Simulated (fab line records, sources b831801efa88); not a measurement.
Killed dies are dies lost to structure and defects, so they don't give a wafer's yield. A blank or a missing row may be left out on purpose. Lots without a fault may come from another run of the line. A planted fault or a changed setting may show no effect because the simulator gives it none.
A struck lot beside a sound one | flow sky130 | 43 steps out of a route of 708
Sound: wafers L239.1, L239.3, L239.6. Struck: wafers L234.2, L234.4, L234.5. The cause comes at the end.
At each step with rows: each side's tool, then ch and its chambers, then its first start. Under that, the readings that differ: sound wafers | struck wafers | difference of the means | sigmas: that difference in standard deviations of wafers without a fault.
alike: readings whose means differ by less than 2 such deviations, and words and numbers that are the same on both sides. not compared: withheld readings, readings that some wafer has no value for, bounds like >300 that may hide the same value, and numbers for which the record gives no deviation and whose values overlap.
The two part at a step that has a row with sigmas, a row that says differs or no value, or rows on one side only. Numbers that don't overlap but have no deviation are shown without sigmas and don't part them. A reading that every wafer of one side lacks parts them only if that side has two wafers or more.

first, 4 steps without rows for these wafers: SKY_LDD_N_SOFTBAKE_03 (time 60 s); SKY_LDD_N_EXPOSE_04 (exposes mask NTM, target cd 840 nm); SKY_LDD_N_PEB_05; SKY_LDD_N_DEVELOP_06 (develop time 60 s).
SKY_LDD_N_OVL_MEAS_07:
  sound on overlay-01, day 24 10:18; struck on overlay-02, day 22 07:44
  alike: LDD_N_OVL
then, 7 steps without rows for these wafers: SKY_LDD_N_IMPLANT_08; SKY_LDD_N_IMPLANT_09; SKY_LDD_N_IMPLANT_10; SKY_LDD_N_IMPLANT_11; SKY_LDD_N_IMPLANT_12; SKY_LDD_N_IMPLANT_13; SKY_LDD_N_IMPLANT_14.
SKY_LDD_N_IMPLANT_15:
  sound on implanter-01 ch 0, day 24 11:23; struck on implanter-02 ch 0, day 22 08:50
SKY_LDD_N_STRIP_16: strips in O2/N2.
  sound on plasma_asher-03 ch 0,1, day 24 11:32; struck on plasma_asher-02 ch 0,1, day 22 08:58
  alike: drypump_motor_current_A, oes_product_au, strip_time_to_endpoint_s
  not compared: rf_hours_counter_h
SKY_LDD_N_TW_MEAS_17:
  sound on film_metro-04, day 24 11:38; struck on film_metro-03, day 22 09:04
  alike: LDD_N_TW
then, 7 steps without rows for these wafers: SKY_LDD_P_DEHYDRATE_00 (time 60 s); SKY_LDD_P_HMDS_01 (prime time 60.99 s); SKY_LDD_P_COAT_02 (resist thk 1140 nm); SKY_LDD_P_SOFTBAKE_03 (time 60 s); SKY_LDD_P_EXPOSE_04 (exposes mask PSDM, target cd 380 nm); SKY_LDD_P_PEB_05; SKY_LDD_P_DEVELOP_06 (develop time 60 s).
SKY_LDD_P_CD_MEAS_07: target cd 380 nm.
  sound on cd_sem-01, day 25 17:04; struck on cd_sem-02, day 23 15:58
  alike: cd_nm
SKY_LDD_P_OVL_MEAS_08:
  sound on overlay-01, day 25 17:11; struck on overlay-01, day 23 16:05
  alike: LDD_P_OVL
then, 1 step without rows for these wafers: SKY_LDD_P_IMPLANT_09.
SKY_LDD_P_STRIP_10: strips in O2/N2.
  sound on plasma_asher-01 ch 0,1, day 25 17:23; struck on plasma_asher-03 ch 0,1, day 23 16:16
  alike: drypump_motor_current_A, oes_product_au, strip_time_to_endpoint_s
  not compared: rf_hours_counter_h
SKY_LDD_P_TW_MEAS_11:
  sound on film_metro-04, day 25 17:29; struck on film_metro-01, day 23 16:22
  reading  | sound       | struck      | difference | sigmas
  LDD_P_TW | 629 632 628 | 638 641 638 | +9         | +2
then, 7 steps without rows for these wafers: SKY_LDD_HVN_DEHYDRATE_00 (time 60 s); SKY_LDD_HVN_HMDS_01 (prime time 60 s); SKY_LDD_HVN_COAT_02 (resist thk 300 nm); SKY_LDD_HVN_SOFTBAKE_03 (time 60 s); SKY_LDD_HVN_EXPOSE_04 (exposes mask HVNTM, target cd 700 nm); SKY_LDD_HVN_PEB_05; SKY_LDD_HVN_DEVELOP_06 (develop time 60 s).
SKY_LDD_HVN_OVL_MEAS_07:
  sound on overlay-02, day 26 22:00; struck on overlay-01, day 24 22:20
  alike: LDD_HVN_OVL
then, 1 step without rows for these wafers: SKY_LDD_HVN_IMPLANT_08.
SKY_LDD_HVN_STRIP_09: strips in O2/N2.
  sound on plasma_asher-03 ch 1, day 26 22:11; struck on plasma_asher-01 ch 0,1, day 24 22:31
  alike: drypump_motor_current_A, oes_product_au, strip_time_to_endpoint_s
  not compared: rf_hours_counter_h
SKY_LDD_HVN_TW_MEAS_10:
  sound on film_metro-01, day 26 22:17; struck on film_metro-02, day 24 22:38
  alike: LDD_HVN_TW
then, 4 steps without rows for these wafers: SKY_LDD_HVP_DEHYDRATE_00 (time 60 s); SKY_LDD_HVP_HMDS_01 (prime time 60 s); SKY_LDD_HVP_COAT_02 (resist thk 300 nm); SKY_LDD_HVP_SOFTBAKE_03 (time 60 s).
-- the record jumps here: 24 days lie between the struck wafers' starts before and after (it left off in module LDD_HVP and takes up again in module PAD_OPEN, whose first step shown is number 708 of the route) --
SKY_PAD_OPEN_PROBE_99:
  sound on prober-02, day 50 00:08; struck on prober-02, day 48 19:43
  reading                                   | sound                | struck               | difference | sigmas
  model.etest.nfet_01v8_turned.vt_sat_v (V) | 0.6545 0.6673 0.6528 | 0.6987 0.6871 0.6973 | +0.0362    |
  model.etest.nfet_01v8_turned.vt_v (V)     | 0.7128 0.7177 0.7112 | 0.7399 0.7329 0.7404 | +0.0238    |
  alike: killed_at_M0_to_M3, killed_at_M4_up, killed_at_contacts, killed_at_front_end, killed_at_other, killed_dies, killed_open, killed_short

WHERE THEY PART
Only at SKY_LDD_P_TW_MEAS_11, within this record. Later steps at which nothing parts them and some readings are alike: SKY_LDD_HVN_OVL_MEAS_07, SKY_LDD_HVN_STRIP_09, SKY_LDD_HVN_TW_MEAS_10, SKY_PAD_OPEN_PROBE_99.

WHY: what the simulator had put in
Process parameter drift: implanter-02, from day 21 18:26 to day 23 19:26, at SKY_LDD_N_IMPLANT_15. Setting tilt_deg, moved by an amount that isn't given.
